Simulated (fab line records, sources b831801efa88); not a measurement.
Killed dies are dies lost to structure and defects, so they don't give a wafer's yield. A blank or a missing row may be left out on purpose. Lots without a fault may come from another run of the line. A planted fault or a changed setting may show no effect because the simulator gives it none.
One fault seen from 2 desks | flow sfq_line | each desk has only its own numbers; what lay behind them comes last

THE TOOL OWNER'S DESK: litho_track-01
The tool's own readings at SFQ_TRILAYER_R5_LITHO_COAT_136 (resist thk 600 nm): means of the sampled wafers that have a number, for each lot that ran on this tool. A lot is out of limits, marked OUT, if its mean lies more than 4 standard deviations from the usual mean; the brackets give that distance.
Columns: A = spin_speed_rpm at SFQ_TRILAYER_R5_LITHO_COAT_136, usual 3000.5 rpm
lot  | first seen here | A
L594 | day 63 04:01    | 1985.3 (-99 or more) OUT
L595 | day 63 07:26    | 1984.4 (-99 or more) OUT
L603 | day 69 12:11    | 3002.8
This desk's finding: out of limits on L594, L595; first on L594, day 63 04:01 (spin_speed_rpm at SFQ_TRILAYER_R5_LITHO_COAT_136). In limits: L603.

THE METROLOGY DESK
What the gauges read, lot by lot, whatever tool the lot ran on: means of the sampled wafers that have a number. A lot is out of limits, marked OUT, if its mean lies more than 4 standard deviations from the usual mean; the brackets give that distance.
Columns: A = R5_MONX_RS at SFQ_R5_RS_MEAS_933, usual 7.01 ohm/sq; B = R5_MONX_THK at SFQ_R5_THK_MEAS_934, usual 40.6 nm; C = R5_OVL at SFQ_R5_OVL_MEAS_935, usual -3 nm
lot  | first seen here | A    | B    | C
L591 | day 61 17:34    | 7.17 | 39.6 | -1
L594 | day 63 03:28    | 6.99 | 40.8 | 0
L595 | day 63 06:57    | 7.09 | 40.3 | 2
L602 | day 69 05:39    | 6.95 | 40.6 | -7
L603 | day 69 11:40    | 6.96 | 41.0 | -4
L608 | day 70 02:52    | 7.02 | 41.3 | -3
This desk's finding: nothing out of limits on any of the 6 lots.

PUT TOGETHER
The tool owner's desk could have raised an alarm at day 63 04:01, on L594, L595.
The metrology desk saw nothing out of limits.
The metrology desk has L594, L595 on record, within its limits.
Of the lots named, all ran SFQ_TRILAYER_R5_LITHO_COAT_136 on litho_track-01.

WHAT THE SIMULATOR HAD PUT IN
Process parameter drift: litho_track-01, from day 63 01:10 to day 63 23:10, at SFQ_TRILAYER_R5_LITHO_COAT_136. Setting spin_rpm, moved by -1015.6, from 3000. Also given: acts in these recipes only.
Lots struck among those shown: L594, L595.
Hours from the fault's start to each desk's first reading out of limits: the tool owner's desk, 3.
